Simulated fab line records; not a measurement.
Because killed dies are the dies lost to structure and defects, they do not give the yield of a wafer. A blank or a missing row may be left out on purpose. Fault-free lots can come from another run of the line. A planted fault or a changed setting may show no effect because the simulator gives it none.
Chamber matching -- flow sfq_line -- rie_diel-01 running SFQ_TRILAYER_I0_VIA_BARC_OPEN_VIA_ETCH_046: 4 sister chambers
The step etches BARC in O2, target depth 125 nm, time 41.7 s. 8 wafers are shown with their chamber, then 7 later ones without.

== EACH WAFER AND ITS CHAMBER ==
wafer,chamber,oes_product_au (a.u.)
L470.5,3,0.672
L470.6,0,0.685
L473.2,1,0.692
L476.1,0,0.691
L476.4,2,0.677
L476.6,2,0.683
L484.1,3,0.690
L484.3,1,0.694

== WAFERS WHOSE CHAMBER IS MISSING ==
wafer,oes_product_au (a.u.)
L484.6,0.685
L485.2,0.682
L485.5,0.686
L485.6,0.691
L488.3,0.679
L488.4,0.686
L488.5,0.694

== THE CHAMBER EACH PASSED THROUGH ==
wafer,from the rows above,in truth
L484.6,can't be placed: 0 or 3 or 2 or 1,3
L485.2,can't be placed: 3 or 2 or 0 or 1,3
L485.5,can't be placed: 0 or 3 or 2 or 1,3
L485.6,can't be placed: 1 or 0 or 3 or 2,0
L488.3,can't be placed: 2 or 3 or 0 or 1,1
L488.4,can't be placed: 0 or 3 or 2 or 1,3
L488.5,can't be placed: 1 or 0 or 3 or 2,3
0 of 7 placed correctly. From these rows, 7 cannot be placed; in 7 the true chamber is one of the candidates. 0 placed wrongly.
How it was worked out, from the rows above alone: a wafer's distance from a chamber is the root of the sum, over the readings, of the square of ((its reading less the chamber's mean) divided by the reading's scatter). The wafer belongs to the nearest chamber; if the next one is less than 2 further off, it can't be placed. The mean given for a chamber averages the wafers shown for that chamber. The scatter: the root of (the sum of the squares of (reading less its chamber's mean) over the shown wafers, divided by (wafers less chambers)).
